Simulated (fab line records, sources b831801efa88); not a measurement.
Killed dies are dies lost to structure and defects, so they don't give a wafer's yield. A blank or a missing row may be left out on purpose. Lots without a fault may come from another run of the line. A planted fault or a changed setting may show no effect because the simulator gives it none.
Which tool did it? | flow sky130 | 7 lots, 21 wafers sampled, at 4 steps of a route of 708

WHAT THE GAUGES READ, wafer by wafer
SKY_LI_CONTACT_BOW_MEAS_03.
lot  | measured     | on            | LI_CONTACT_BOW (um)
L937 | day 28 10:10 | film_metro-01 | 52 60 59
L940 | day 30 13:52 | film_metro-02 | 66 54 41
L941 | day 30 10:27 | film_metro-01 | 64 62 60
L944 | day 32 00:58 | film_metro-01 | 53 50 48
L948 | day 32 09:14 | film_metro-01 | 53 60 52
L951 | day 33 05:29 | film_metro-03 | 58 45 65
L957 | day 35 07:55 | film_metro-03 | 56 69 58

WHICH TOOL RAN EACH LOT (tool, then ch and the chambers of the sampled wafers, then the start)
lot  | SKY_GATE_OXIDE_STRIP_13              | SKY_LDD_LDN_STRIP_12                 | SKY_SD_P_DEVELOP_06
L937 | plasma_asher-01 ch 0,1, day 14 05:52 | plasma_asher-01 ch 0,1, day 23 08:26 | litho_track-04 ch 0, day 25 21:58
L940 | plasma_asher-03 ch 0, day 16 03:49   | plasma_asher-01 ch 0,1, day 25 13:59 | litho_track-02 ch 0, day 28 02:10
L941 | plasma_asher-03 ch 0,1, day 16 04:24 | plasma_asher-03 ch 0,1, day 25 13:05 | litho_track-01 ch 0, day 27 23:10
L944 | plasma_asher-02 ch 0,1, day 17 20:48 | plasma_asher-01 ch 0,1, day 27 02:19 | litho_track-01 ch 0, day 29 15:39
L948 | plasma_asher-01 ch 0,1, day 18 09:55 | plasma_asher-04 ch 1, day 27 14:41   | litho_track-01 ch 0, day 30 00:45
L951 | plasma_asher-02 ch 0,1, day 19 12:39 | plasma_asher-04 ch 0,1, day 28 11:55 | litho_track-01, day 30 21:31
L957 | plasma_asher-02 ch 0,1, day 21 20:01 | plasma_asher-04 ch 0,1, day 30 16:29 | litho_track-01 ch 0, day 33 00:40
- SKY_GATE_OXIDE_STRIP_13: strips in O2/N2.
- SKY_LDD_LDN_STRIP_12: strips in O2/N2.
- SKY_SD_P_DEVELOP_06: develop time 60 s.

THE ANSWER, worked out from the rows above alone
Rule: what is usual is taken from the lots themselves. Put in order of their means at a reading, lots are off if they are a third of the lots or fewer, leave a main group of 4 or more, and stand apart from it by a gap of 3 or more times the standard deviation of the main group's means; of several such gaps the widest counts. A main group whose means are all the same, to the digits that the tables above print for the reading, isn't used. A lot without any number at a reading at which 4 lots or more have one is off too. The other lots that the step has rows for count as sound.
No lot is off at any reading shown: from this, nothing can be told.

WHAT THE SIMULATOR HAD PUT IN
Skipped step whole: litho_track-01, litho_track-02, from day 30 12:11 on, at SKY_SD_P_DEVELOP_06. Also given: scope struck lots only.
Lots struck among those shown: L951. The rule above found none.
